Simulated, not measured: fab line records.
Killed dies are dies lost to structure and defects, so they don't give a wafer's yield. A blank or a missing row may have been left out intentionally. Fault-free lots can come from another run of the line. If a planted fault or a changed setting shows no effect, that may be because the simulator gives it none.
A lot that was struck, set against a sound lot ; flow sky130 ; 23 steps out of a route of 708
Sound: the wafers L113.2, L113.4, L113.6. Wafers struck: L104.2, L104.3, L104.5. At the end, the cause is stated.
At each step with rows: each side's tool, then ch and its chambers, then its first start. Under that, the readings that differ: sound wafers ; struck wafers ; difference of the means ; sigmas: that difference in standard deviations of wafers without a fault.
alike: readings with means less than 2 such deviations apart, plus words and numbers identical on both sides. not compared: withheld readings, readings lacking a value on some wafer, bounds such as >300 that could conceal the same value, and numbers that have no deviation in the record and whose values overlap.
Wherever a step has rows on one side only, a row that says differs or no value, or a row with sigmas, the two part there. Non-overlapping numbers with no deviation appear without sigmas and do not part them. Lack of a reading on every wafer of one side parts them only where that side has two or more wafers.

first, 1 step without rows for these wafers: SKY_POLY_GATE_OXIDATION_20 (stabilise 600 s, purge 300 s, target thk 4 nm).
SKY_POLY_GATE_THK_MEAS_21:
  sound: filmMetro-03 at day 23 09:38; struck: filmMetro-02 at day 20 14:44
reading;sound;struck;difference;sigmas
POLY_GATE_OXIDATION_THK (nm);4.11 4.01 4.08;3.75 3.90 3.90;-0.22;-3
SKY_POLY_GATE_CD_MEAS_22:
  sound: cdSem-01 at day 23 09:43; struck: cdSem-02 at day 20 14:49
  alike: cdNm
then, 7 steps without rows for these wafers: SKY_LDD_N_DEHYDRATE_00 (time 60 s); SKY_LDD_N_HMDS_01 (prime time 60 s); SKY_LDD_N_COAT_02 (resist thk 300 nm); SKY_LDD_N_SOFTBAKE_03 (time 60 s); SKY_LDD_N_EXPOSE_04 (exposes mask NTM, target cd 840 nm); SKY_LDD_N_PEB_05; SKY_LDD_N_DEVELOP_06 (develop time 60 s).
SKY_LDD_N_OVL_MEAS_07:
  sound: overlay-01 at day 24 15:19; struck: overlay-01 at day 21 21:07
  alike: LDD_N_OVL
then, 1 step without rows for these wafers: SKY_LDD_N_IMPLANT_08.
SKY_LDD_N_IMPLANT_09:
  sound on implanter-01 ch 0, day 24 15:31; struck on implanter-04 ch 0, day 21 21:38
then, 6 steps without rows for these wafers: SKY_LDD_N_IMPLANT_10; SKY_LDD_N_IMPLANT_11; SKY_LDD_N_IMPLANT_12; SKY_LDD_N_IMPLANT_13; SKY_LDD_N_IMPLANT_14; SKY_LDD_N_IMPLANT_15.
SKY_LDD_N_STRIP_16: strips in O2/N2.
  sound on plasmaAsher-03 ch 1, day 24 16:32; struck on plasmaAsher-02 ch 0,1, day 21 22:50
reading;sound;struck;difference;sigmas
stripTimeToEndpointS (s);4.325 4.316 4.319;4.520 4.538 4.515;+0.204;+15
  alike: drypumpMotorCurrentA, oesProductAu
  not compared: rfHoursCounterH
SKY_LDD_N_TW_MEAS_17:
  sound: filmMetro-04 at day 24 16:39; struck: filmMetro-04 at day 21 22:56
reading;sound;struck;difference;sigmas
LDD_N_TW;2615 2623 2623;2740 2737 2749;+122;+8
then, 1 step without rows for these wafers: SKY_LDD_P_DEHYDRATE_00 (time 60 s).
-- the record jumps here: 26 days lie between the struck wafers' starts before and after (it left off in module LDD_P and takes up again in module PAD_OPEN, whose first step shown is number 708 of the route) --
SKY_PAD_OPEN_PROBE_99:
  sound: prober-01 at day 50 09:46; struck: prober-02 at day 48 07:41
reading;sound;struck;difference;sigmas
model.etest.tipN.rsOhmSq;441.7 440.4 442.8;381.6 381.4 383.4;-59.5;
model.etest.nfet_01v8.rOnOhmUm;847.3 849.2 839.8;812.1 814.7 805.8;-34.6;
model.etest.nfet_01v8_swapped.vtSatV (V);0.657 0.6613 0.6503;0.6407 0.6439 0.6401;-0.0146;
  alike: killed_at_M0_to_M3, killed_at_M4_up, killedAtContacts, killedAtFrontEnd, killedAtOther, killedDies, killedOpen, killedShort

## WHERE THEY PART
At SKY_POLY_GATE_THK_MEAS_21 first; at SKY_LDD_N_TW_MEAS_17 last (within this record only). Later steps at which nothing parts them and some readings are alike: SKY_PAD_OPEN_PROBE_99.

WHY: what the simulator had put in
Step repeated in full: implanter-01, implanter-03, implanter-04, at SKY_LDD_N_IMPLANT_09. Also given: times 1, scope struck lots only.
